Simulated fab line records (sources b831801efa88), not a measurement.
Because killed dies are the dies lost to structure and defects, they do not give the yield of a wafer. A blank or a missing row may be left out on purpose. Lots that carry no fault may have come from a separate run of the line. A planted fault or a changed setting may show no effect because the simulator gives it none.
Which tool did it? | flow sky130 | route of 708 steps, sampled at 1 step: 6 lots, 18 wafers

== WHAT THE GAUGES READ, wafer by wafer ==
SKY_METAL4_OVL_MEAS_14.
lot  | measured     | on         | METAL4_OVL (nm)
L546 | day 43 11:22 | overlay-01 | 7 4 7
L550 | day 44 20:52 | overlay-02 | 1 6 8
L552 | day 45 08:10 | overlay-02 | -4 -3 -6
L554 | day 46 11:28 | overlay-01 | -1 -1 -7
L557 | day 46 18:56 | overlay-01 | -4 -1 0
L562 | day 47 16:23 | overlay-02 | 1 9 8

== EACH LOT AND THE TOOL THAT RAN IT (in order: tool; ch and the chambers of the sampled wafers; start) ==
There is no process step in the record ahead of these readings.

== THE ANSWER, worked out from the rows above alone ==
Rule: what is usual is taken from the lots themselves. The widest of any qualifying gaps counts: lots, ordered by their means at a reading, are off when they make up no more than a third of the lots, leave a main group of 4 or more, and stand apart from it by 3 or more times the standard deviation of that group's means. The tables above print the reading to a certain number of digits; a main group whose means all agree to those digits is not used. Also off: a lot with no number at a reading for which 4 or more lots have one. The other lots that the step has rows for count as sound.
No lot is off at any reading shown: from this, nothing can be told.

== WHAT THE SIMULATOR HAD INSERTED ==
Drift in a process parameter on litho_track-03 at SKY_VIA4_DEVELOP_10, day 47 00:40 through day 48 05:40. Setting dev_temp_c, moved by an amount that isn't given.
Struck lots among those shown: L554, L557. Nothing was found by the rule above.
